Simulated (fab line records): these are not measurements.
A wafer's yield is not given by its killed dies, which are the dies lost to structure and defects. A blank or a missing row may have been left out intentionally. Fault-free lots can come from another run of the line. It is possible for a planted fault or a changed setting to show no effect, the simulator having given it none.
Matching of chambers -- flow sky130 -- cmp-01 running SKY_FIELD_ISO_CMP_27: 4 sister chambers
The step polishes, stops on Si3N4, t overpolish 16 s, target thk 457.8 nm. 7 wafers are shown with their chamber, then 8 later ones without.

WAFERS, EACH WITH ITS CHAMBER
wafer,chamber,motor_current_A (A),overpolish_run_s (s)
L770.1,3,12.3,15.982
L773.2,1,10.9,16.003
L773.5,0,12.5,15.997
L774.1,1,11.7,16.000
L774.4,0,11.9,16.001
L774.5,2,12.3,16.014
L783.3,2,12.7,16.004

WAFERS WITH NO CHAMBER GIVEN
wafer,motor_current_A (A),overpolish_run_s (s)
L783.4,12.1,15.983
L783.5,12.7,15.999
L790.1,13.0,15.981
L790.3,11.0,16.004
L790.6,10.8,16.012
L791.1,11.9,15.992
L791.2,12.0,15.998
L791.4,11.3,16.005

EACH ONE'S CHAMBER
wafer,from the rows above,in truth
L783.4,3,3
L783.5,can't be placed: 0 or 2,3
L790.1,3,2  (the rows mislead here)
L790.3,1,1
L790.6,can't be placed: 1 or 2 or 0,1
L791.1,can't be placed: 0 or 3 or 1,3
L791.2,can't be placed: 0 or 1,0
L791.4,can't be placed: 1 or 0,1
2 of 8 placed correctly. Not placeable from these rows: 5 (in 4, the candidates include the true chamber). Number placed wrongly: 1.
How it was worked out, from the rows above alone: a wafer's distance from a chamber is the root of the sum, over the readings, of the square of ((its reading less the chamber's mean) divided by the reading's scatter). The wafer belongs to the nearest chamber; if the next one is less than 2 further off, it can't be placed. For every chamber, the mean is computed from those of its wafers that are shown. The scatter is the square root of a quotient: the sum, over the shown wafers, of each reading's squared deviation from its chamber's mean, divided by wafers minus chambers.
